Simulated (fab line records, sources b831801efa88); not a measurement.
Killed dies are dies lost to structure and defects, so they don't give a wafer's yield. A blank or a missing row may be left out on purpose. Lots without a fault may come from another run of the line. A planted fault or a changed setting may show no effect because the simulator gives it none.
Problem report in the 8D (eight disciplines) form, filled by code | flow gf180mcu | the parts of the form that need people (team, actions taken, sign-off) are left out

1. THE PROBLEM
V3_W_RS at GF_V3_RS_MEAS_24 reads a mean of 0.269 ohm/sq on 2 wafers of 1 lot; wafers without a fault read 0.327 ohm/sq with a standard deviation of 0.0038. That is -15 standard deviations from the usual mean.
The step: measures by four-point-probe.
First seen on wafer L811.2, day 26 05:17, on film_metro-04. The record holds 33 wafers of 11 lots with a number at this step. Rule for "out", or "out of limits": more than 4 standard deviations from the usual mean. The other wafers with a number count as sound.

2. WHAT IT IS AND WHAT IT IS NOT
question                    | is                | is not
which readings at this step | V3_W_RS           | -
which lots                  | L811              | L803, L804, L805, L806, L807, L808, L809, L813, L817, L821
which wafers of those lots  | L811.2, L811.5    | L811.1
read on which gauges        | film_metro-04     | film_metro-01, film_metro-03
when                        | from day 26 05:17 | up to then (22 sound wafers); but 9 sound wafers of L813, L817, L821 came after

3. SUSPECTS, AND WHAT RULES EACH OUT
Counting: a tool at a process step up to the reading stays a suspect if it ran every lot that is out. Sound lots after the first of them don't rule it out here, since some wafers of a struck lot are sound.
- the gauge at GF_V3_RS_MEAS_24: ruled out. All the wafers that are out were read on film_metro-04, but those of them that GF_V3_CMP_26 has rows for are out there too, on other tools.
- pvd_sputter-04 at GF_M3_SPUTTER_01 (material TiN, target thk 30 nm, time 25 s): kept. It ran the lot that is out, L811 (day 24 09:37); its last sound lot up to then is L809 (day 24 04:35).
- cvd_w-02 at GF_V3_CVD_23 (deposits W, target thk 350 nm, time 104.9 s): kept. It ran the lot that is out, L811 (day 26 05:11); its last sound lot up to then is L809 (day 26 00:33).
- Within cvd_w-02 at GF_V3_CVD_23: the wafers that are out ran in chamber 1; their sound lot-mates ran in chamber 0.
Left after counting: pvd_sputter-04 at GF_M3_SPUTTER_01, cvd_w-02 at GF_V3_CVD_23.

4. THE CAUSE (what the simulator had put in)
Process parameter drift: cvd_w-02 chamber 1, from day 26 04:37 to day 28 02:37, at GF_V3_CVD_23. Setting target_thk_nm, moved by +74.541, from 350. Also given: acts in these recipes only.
Counting left 2 suspects, and this tool is among them.

5. THE CHAIN OF EFFECTS, in route order
Each row: a reading whose mean over the struck wafers that have a number lies more than 3 standard deviations from the usual. Only readings for which the record gives a usual standard deviation are gone through. hours: the time from each lot's start at the first step in this table that gives one to its start at this step, as a median over the lots. sigmas: the change in usual standard deviations.
hours | step              | reading            | usual        | on struck wafers | change | sigmas
0     | GF_V3_RS_MEAS_24  | V3_W_RS            | 0.327 ohm/sq | 0.269            | -0.058 | -15
0     | GF_V3_THK_MEAS_25 | V3_W_THK           | 357 nm       | 432              | +74    | +16
0     | GF_V3_CMP_26      | time_to_endpoint_s | 82 s         | 102              | +20    | +5.7
The process steps in it:
- GF_V3_CMP_26: polishes, stops on SiO2, t overpolish 15 s, target thk 0 nm.

6. WHAT WOULD HAVE CAUGHT IT SOONER
In this record the first reading out of limits at a measuring or inspecting step was taken at day 26 05:17, 1 hour after the fault began at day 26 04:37.
Of the tool readings at GF_V3_CVD_23 for which the record gives a usual standard deviation, none was out on any struck wafer, so an alarm limit of 4 standard deviations on them would not have fired.
All the lots that are out (1) had begun GF_V3_CVD_23 on cvd_w-02 by day 26 05:17. A hold on the tool at that time would have spared none of them.
